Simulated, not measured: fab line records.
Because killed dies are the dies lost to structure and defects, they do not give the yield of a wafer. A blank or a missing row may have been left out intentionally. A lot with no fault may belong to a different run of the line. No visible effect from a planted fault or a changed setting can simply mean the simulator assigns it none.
Comparing a struck lot with a sound one    flow sky130    24 out of 708 route steps
Sound: wafers L598.3, L598.4, L598.6. Wafers struck: L608.2, L608.4, L608.5. The cause comes at the end.
At each step with rows: each side's tool, then ch and its chambers, then its first start. Under that, the readings that differ: sound wafers    struck wafers    difference of the means    sigmas: that difference in standard deviations of wafers without a fault.
alike: same words and numbers on both sides, and readings whose means sit less than 2 such deviations apart. not compared: any withheld reading, any reading some wafer has no value for, any bound like >300 that may hide the same value, and any number with overlapping values for which the record gives no deviation.
A row with sigmas, a row that says differs or no value, or rows on one side alone: a step with any of these is where the two part. Numbers that have no deviation but don't overlap get no sigmas and don't part them. Lack of a reading on every wafer of one side parts them only where that side has two or more wafers.

SKY_METAL3_METAL_ETCH_18: etches the open film in Cl2/BCl3, stops on SiO2, target depth 845 nm, time 183.1 s.
  sound on rieMetal-01 ch 0,1, day 40 00:19; struck on rieMetal-04 ch 1, day 43 01:29
  alike: drypumpMotorCurrentA, oesProductAu, throttleValvePct
  not compared: rfHoursCounterH
SKY_METAL3_STRIP_19: strips in O2/N2.
  sound on plasmaAsher-03 ch 0,1, day 40 00:28; struck on plasmaAsher-03 ch 1, day 43 01:40
  alike: drypumpMotorCurrentA, oesProductAu, stripTimeToEndpointS
  not compared: rfHoursCounterH
then, 4 steps without rows for these wafers: SKY_METAL3_STRIP_20 (strips in post etch residue remover, time 1200 s); SKY_METAL3_CLEAN_21 (cleans in IPA, time 180 s); SKY_METAL3_CLEAN_22 (cleans in O3/DIW); SKY_VIA3_HDPCVD_00 (deposits SiO2, target thk 1635 nm, time 272.5 s).
SKY_VIA3_THK_MEAS_01:
  sound: filmMetro-02 at day 40 01:14; struck: filmMetro-02 at day 43 02:26
reading               sound           struck          difference  sigmas
VIA3_HDPCVD_THK (nm)  1645 1647 1673  1618 1620 1629  -33         -2
SKY_VIA3_CMP_02: polishes SiO2.
  sound on cmp-01 ch 1,2, day 40 01:17; struck on cmp-02 ch 0,3, day 43 02:29
  alike: motorCurrentA
SKY_VIA3_BOW_MEAS_03:
  sound: filmMetro-02 at day 40 01:37; struck: filmMetro-02 at day 43 02:49
  alike: VIA3_BOW
then, 3 steps without rows for these wafers: SKY_VIA3_DEHYDRATE_04 (time 60 s); SKY_VIA3_HMDS_05 (prime time 60 s); SKY_VIA3_COAT_06 (resist thk 60 nm).
SKY_VIA3_COAT_07: resist thk 450 nm.
  sound on lithoTrack-04 ch 0, day 40 13:00; struck on lithoTrack-04 ch 0, day 43 13:00
reading                                     sound              struck           difference  sigmas
model.KrF-thick_of_VIA3_COAT_07.thkNm (nm)  449.6 450.2 448.8  401.4 403.7 404  -46.5       
then, 4 steps without rows for these wafers: SKY_VIA3_SOFTBAKE_08 (time 90 s); SKY_VIA3_EXPOSE_09 (exposes mask VIM3, target cd 200 nm); SKY_VIA3_PEB_10; SKY_VIA3_DEVELOP_11 (develop time 60 s).
SKY_VIA3_CD_MEAS_12: target cd 200 nm.
  sound: cdSem-01 at day 41 02:11; struck: cdSem-02 at day 44 02:10
reading    sound              struck             difference  sigmas
cdNm (nm)  198.0 198.1 199.0  202.7 205.0 202.1  +4.9        +3
SKY_VIA3_OVL_MEAS_13:
  sound: overlay-02 at day 41 02:16; struck: overlay-02 at day 44 02:16
  alike: VIA3_OVL
SKY_VIA3_ETCH_14: etches BARC in N2/H2, stops on SiO2, time 45.9 s, target depth 60 nm.
  sound on rieDiel-01 ch 0,1,3, day 41 02:18; struck on rieDiel-01 ch 0,1, day 44 02:18
  alike: drypumpMotorCurrentA, oesProductAu, throttleValvePct
  not compared: rfHoursCounterH
SKY_VIA3_ETCH_15: etches SiO2 in C4F8/O2/Ar, stops on TiN, target depth 507 nm, time 78 s.
  sound on rieDiel-01 ch 0,1,3, day 41 02:20; struck on rieDiel-01 ch 0,1, day 44 02:20
reading                                     sound              struck           difference  sigmas
model.KrF-thick_of_VIA3_COAT_07.thkNm (nm)  297.1 294.3 294.4  245 247.5 251.1  -47         
  alike: oesProductAu
  not compared: rfHoursCounterH
SKY_VIA3_STRIP_16: strips in O2/N2.
  sound on plasmaAsher-04 ch 0,1, day 41 02:26; struck on plasmaAsher-04 ch 0,1, day 44 02:24
reading                   sound              struck             difference  sigmas
oesProductAu (a.u.)       0.397 0.411 0.410  0.384 0.382 0.382  -0.023      -5
stripTimeToEndpointS (s)  4.17 4.17 4.15     3.64 3.67 3.71     -0.49       -14
  alike: drypumpMotorCurrentA
  not compared: rfHoursCounterH
then, 1 step without rows for these wafers: SKY_VIA3_STRIP_17 (strips in post etch residue remover, time 1200 s).
-- the record jumps here: 5 days lie between the struck wafers' starts before and after (it left off in module VIA3 and takes up again in module PAD_OPEN, whose first step shown is number 708 of the route) --
SKY_PAD_OPEN_PROBE_99:
  sound: prober-02 at day 46 23:34; struck: prober-02 at day 49 12:16
  alike: defectLimitedYield, killed_at_M0_to_M3, killed_at_M4_up, killedAtContacts, killedAtFrontEnd, killedAtOther, killedDies, killedOpen, killedShort, sort_bin_3_pad_short, sort_bin_5_function, sort_bin_6_memory, sortNPass, sortYieldPct

## WHERE THEY PART
First at SKY_VIA3_THK_MEAS_01; last, within this record, at SKY_VIA3_STRIP_16. Later steps at which nothing parts them and some readings are alike: SKY_PAD_OPEN_PROBE_99.

WHY: what had been put in by the simulator
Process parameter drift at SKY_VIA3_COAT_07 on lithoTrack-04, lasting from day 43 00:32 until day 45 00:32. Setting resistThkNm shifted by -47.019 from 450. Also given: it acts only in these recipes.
